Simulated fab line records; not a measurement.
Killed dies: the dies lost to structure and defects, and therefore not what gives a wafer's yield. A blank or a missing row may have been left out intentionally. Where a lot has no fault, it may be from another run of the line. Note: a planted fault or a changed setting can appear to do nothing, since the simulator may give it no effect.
Which of the tools did it? :: flow gf180mcu :: 14 lots, 42 wafers sampled, at 4 steps of a route of 602

WHAT THE GAUGES READ, wafer by wafer
GF_STI_THK_MEAS_24.
lot: L818
measured: day 2 04:26
on: film_metro-04
STI_CVD_23_THK (nm): 649 652 649

lot: L819
measured: day 2 09:47
on: film_metro-03
STI_CVD_23_THK (nm): 638 637 641

lot: L820
measured: day 2 13:51
on: film_metro-04
STI_CVD_23_THK (nm): 646 645 653

lot: L829
measured: day 4 11:31
on: film_metro-01
STI_CVD_23_THK (nm): 649 658 650

lot: L830
measured: day 4 17:19
on: film_metro-03
STI_CVD_23_THK (nm): 653 643 647

lot: L832
measured: day 5 04:25
on: film_metro-01
STI_CVD_23_THK (nm): 636 641 640

lot: L833
measured: day 5 08:46
on: film_metro-01
STI_CVD_23_THK (nm): 645 644 654

lot: L834
measured: day 5 13:45
on: film_metro-03
STI_CVD_23_THK (nm): 650 649 649

lot: L835
measured: day 5 18:56
on: film_metro-03
STI_CVD_23_THK (nm): 652 647 647

lot: L837
measured: day 6 05:10
on: film_metro-04
STI_CVD_23_THK (nm): 646 642 641

lot: L838
measured: day 6 09:45
on: film_metro-01
STI_CVD_23_THK (nm): 655 655 663

lot: L839
measured: day 6 15:29
on: film_metro-01
STI_CVD_23_THK (nm): 648 650 650

lot: L840
measured: day 6 22:02
on: film_metro-03
STI_CVD_23_THK (nm): 649 642 651

lot: L841
measured: day 7 02:25
on: film_metro-01
STI_CVD_23_THK (nm): 655 652 661

GF_VT_IMPLANT_TW_MEAS_10.
lot: L818
measured: day 5 17:20
on: film_metro-03
VT_IMPLANT_TW: 566 566 563

lot: L819
measured: day 5 21:45
on: film_metro-04
VT_IMPLANT_TW: 572 576 573

lot: L820
measured: day 6 02:48
on: film_metro-03
VT_IMPLANT_TW: 563 566 566

lot: L829
measured: day 8 10:35
on: film_metro-02
VT_IMPLANT_TW: 562 561 562

lot: L830
measured: day 8 17:07
on: film_metro-04
VT_IMPLANT_TW: 569 565 571

lot: L832
measured: day 9 05:56
on: film_metro-04
VT_IMPLANT_TW: 565 566 568

lot: L833
measured: day 9 10:48
on: film_metro-02
VT_IMPLANT_TW: 555 556 555

lot: L834
measured: day 9 16:51
on: film_metro-03
VT_IMPLANT_TW: 559 561 560

lot: L835
measured: day 9 23:11
on: film_metro-03
VT_IMPLANT_TW: 559 557 561

lot: L837
measured: day 10 12:25
on: film_metro-04
VT_IMPLANT_TW: 569 566 568

lot: L838
measured: day 10 17:34
on: film_metro-03
VT_IMPLANT_TW: 564 563 562

lot: L839
measured: day 11 00:17
on: film_metro-03
VT_IMPLANT_TW: 561 563 563

lot: L840
measured: day 11 07:59
on: film_metro-02
VT_IMPLANT_TW: 556 556 559

lot: L841
measured: day 11 13:59
on: film_metro-02
VT_IMPLANT_TW: 556 554 557

GF_HV_LDD_OVL_MEAS_47.
lot: L818
measured: day 12 10:31
on: overlay-01
HV_LDD_03_OVL (nm): 4.0 1.2 1.3

lot: L819
measured: day 12 18:37
on: overlay-02
HV_LDD_03_OVL (nm): -0.9 0.5 1.6

lot: L820
measured: day 12 23:08
on: overlay-02
HV_LDD_03_OVL (nm): -0.1 1.4 -1.3

lot: L829
measured: day 16 09:40
on: overlay-01
HV_LDD_03_OVL (nm): 0.4 2.0 0.5

lot: L830
measured: day 16 09:58
on: overlay-02
HV_LDD_03_OVL (nm): -0.4 -2.6 0.3

lot: L832
measured: day 16 23:34
on: overlay-02
HV_LDD_03_OVL (nm): 1.5 2.6 1.6

lot: L833
measured: day 17 07:49
on: overlay-02
HV_LDD_03_OVL (nm): -0.3 -0.5 0.1

lot: L834
measured: day 17 18:46
on: overlay-01
HV_LDD_03_OVL (nm): 2.8 -0.5 1.1

lot: L835
measured: day 18 01:37
on: overlay-02
HV_LDD_03_OVL (nm): -4.9 -3.5 -2.2

lot: L837
measured: day 18 17:23
on: overlay-02
HV_LDD_03_OVL (nm): 2.8 -0.6 1.2

lot: L838
measured: day 19 01:34
on: overlay-02
HV_LDD_03_OVL (nm): 3.1 0.6 -0.3

lot: L839
measured: day 19 15:16
on: overlay-01
HV_LDD_03_OVL (nm): 0.5 2.4 -1.3

lot: L840
measured: day 19 20:43
on: overlay-02
HV_LDD_03_OVL (nm): -0.2 -1.4 -2.3

lot: L841
measured: day 20 04:19
on: overlay-01
HV_LDD_03_OVL (nm): 2.9 1.2 1.3

WHICH TOOL RAN EACH LOT (tool, then ch and the chambers of the sampled wafers, then the start)
lot: L818
GF_VT_IMPLANT_STRIP_31: plasma_asher-04 ch 0,1, day 6 22:59

lot: L819
GF_VT_IMPLANT_STRIP_31: plasma_asher-02 ch 0,1, day 7 04:17

lot: L820
GF_VT_IMPLANT_STRIP_31: plasma_asher-04 ch 1, day 7 09:08

lot: L829
GF_VT_IMPLANT_STRIP_31: plasma_asher-04 ch 0,1, day 9 20:51

lot: L830
GF_VT_IMPLANT_STRIP_31: plasma_asher-04 ch 0,1, day 10 03:05

lot: L832
GF_VT_IMPLANT_STRIP_31: plasma_asher-04 ch 0,1, day 10 16:51

lot: L833
GF_VT_IMPLANT_STRIP_31: plasma_asher-02 ch 0,1, day 10 22:59

lot: L834
GF_VT_IMPLANT_STRIP_31: plasma_asher-02 ch 1, day 11 05:21

lot: L835
GF_VT_IMPLANT_STRIP_31: plasma_asher-02 ch 0,1, day 11 11:38

lot: L837
GF_VT_IMPLANT_STRIP_31: plasma_asher-02 ch 0, day 12 02:02

lot: L838
GF_VT_IMPLANT_STRIP_31: plasma_asher-03 ch 1, day 12 07:38

lot: L839
GF_VT_IMPLANT_STRIP_31: plasma_asher-03 ch 0,1, day 12 14:56

lot: L840
GF_VT_IMPLANT_STRIP_31: plasma_asher-02 ch 0,1, day 12 22:18

lot: L841
GF_VT_IMPLANT_STRIP_31: plasma_asher-03 ch 0,1, day 13 05:53
- GF_VT_IMPLANT_STRIP_31: strips in O2/N2.

AS READ BY THE TOOLS THEMSELVES (means over the sampled wafers that have a number; for cases with no such wafer, the mark the record gives instead)
GF_VT_IMPLANT_STRIP_31.
lot: L818
tool: plasma_asher-04
chamber_pressure_mTorr (mTorr): 1499.0
drypump_motor_current_A (A): 5.9
heater_power_w (W): 341
oes_product_au (a.u.): 0.714
strip_time_to_endpoint_s (s): 12.69

lot: L819
tool: plasma_asher-02
chamber_pressure_mTorr (mTorr): 1499.5
drypump_motor_current_A (A): 5.2
heater_power_w (W): 331
oes_product_au (a.u.): 0.721
strip_time_to_endpoint_s (s): 12.61

lot: L820
tool: plasma_asher-04
chamber_pressure_mTorr (mTorr): 1500.7
drypump_motor_current_A (A): 6.1
heater_power_w (W): 347
oes_product_au (a.u.): 0.719
strip_time_to_endpoint_s (s): 12.60

lot: L829
tool: plasma_asher-04
chamber_pressure_mTorr (mTorr): 1300.6
drypump_motor_current_A (A): 5.9
heater_power_w (W): 348
oes_product_au (a.u.): 0.692
strip_time_to_endpoint_s (s): 13.33

lot: L830
tool: plasma_asher-04
chamber_pressure_mTorr (mTorr): 1400.2
drypump_motor_current_A (A): 5.6
heater_power_w (W): 338
oes_product_au (a.u.): 0.701
strip_time_to_endpoint_s (s): 12.98

lot: L832
tool: plasma_asher-04
chamber_pressure_mTorr (mTorr): 1299.7
drypump_motor_current_A (A): 5.9
heater_power_w (W): 341
oes_product_au (a.u.): 0.691
strip_time_to_endpoint_s (s): 13.28

lot: L833
tool: plasma_asher-02
chamber_pressure_mTorr (mTorr): 1499.9
drypump_motor_current_A (A): 5.6
heater_power_w (W): 337
oes_product_au (a.u.): 0.712
strip_time_to_endpoint_s (s): 12.63

lot: L834
tool: plasma_asher-02
chamber_pressure_mTorr (mTorr): 1500.9
drypump_motor_current_A (A): 4.8
heater_power_w (W): 325
oes_product_au (a.u.): 0.717
strip_time_to_endpoint_s (s): 12.66

lot: L835
tool: plasma_asher-02
chamber_pressure_mTorr (mTorr): 1499.6
drypump_motor_current_A (A): 5.6
heater_power_w (W): 332
oes_product_au (a.u.): 0.711
strip_time_to_endpoint_s (s): 12.63

lot: L837
tool: plasma_asher-02
chamber_pressure_mTorr (mTorr): 1500.9
drypump_motor_current_A (A): 6.0
heater_power_w (W): 342
oes_product_au (a.u.): 0.715
strip_time_to_endpoint_s (s): 12.65

lot: L838
tool: plasma_asher-03
chamber_pressure_mTorr (mTorr): 1500.8
drypump_motor_current_A (A): 5.6
heater_power_w (W): 283
oes_product_au (a.u.): 0.717
strip_time_to_endpoint_s (s): 12.65

lot: L839
tool: plasma_asher-03
chamber_pressure_mTorr (mTorr): 1498.6
drypump_motor_current_A (A): 5.6
heater_power_w (W): 304
oes_product_au (a.u.): 0.712
strip_time_to_endpoint_s (s): 12.69

lot: L840
tool: plasma_asher-02
chamber_pressure_mTorr (mTorr): 1501.0
drypump_motor_current_A (A): 5.2
heater_power_w (W): 336
oes_product_au (a.u.): 0.715
strip_time_to_endpoint_s (s): 12.62

lot: L841
tool: plasma_asher-03
chamber_pressure_mTorr (mTorr): 1499.2
drypump_motor_current_A (A): 5.7
heater_power_w (W): 305
oes_product_au (a.u.): 0.717
strip_time_to_endpoint_s (s): 12.64

THE ANSWER, worked out from the rows above alone
Rule: usual is defined by the lots themselves. The widest of any qualifying gaps counts: lots, ordered by their means at a reading, are off when they make up no more than a third of the lots, leave a main group of 4 or more, and stand apart from it by 3 or more times the standard deviation of that group's means. A main group whose means are all the same, to the digits that the tables above print for the reading, isn't used. Also off: a lot with no number at a reading for which 4 or more lots have one. The other lots that the step has rows for count as sound. After the gauges, taken in route order, come the tools' own readings; for these a lot's mean is taken, as printed above. At the first step where some lot is off, the reading lying furthest off is the one used; lots without a number count as furthest.
Off: L829, L830, L832 (GF_VT_IMPLANT_STRIP_31, chamber_pressure_mTorr). Main group: mean 1500.0 mTorr, sd 0.84.
A tool fits if, at that step or a process step before it, it ran every lot that is off, and no sound lot after the first of them. One fits: plasma_asher-04 at GF_VT_IMPLANT_STRIP_31. A fault onset in the window from L820 (day 7 09:08, its last sound lot) to L829 (day 9 20:51, its first lot off) fits.
The tool's own readings at GF_VT_IMPLANT_STRIP_31 bear it out: on the lots that are off they differ by more than 5 times the standard deviation of the sound lots' means. chamber_pressure_mTorr reads 1333.5 mTorr there against 1500.0 mTorr on the sound lots; oes_product_au reads 0.695 a.u. there against 0.715 a.u. on the sound lots; strip_time_to_endpoint_s reads 13.20 s there against 12.64 s on the sound lots.

WHAT THE SIMULATOR PUT IN
plasma_asher-04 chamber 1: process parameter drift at GF_VT_IMPLANT_STRIP_31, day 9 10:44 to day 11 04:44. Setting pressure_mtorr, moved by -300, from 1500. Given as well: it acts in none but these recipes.
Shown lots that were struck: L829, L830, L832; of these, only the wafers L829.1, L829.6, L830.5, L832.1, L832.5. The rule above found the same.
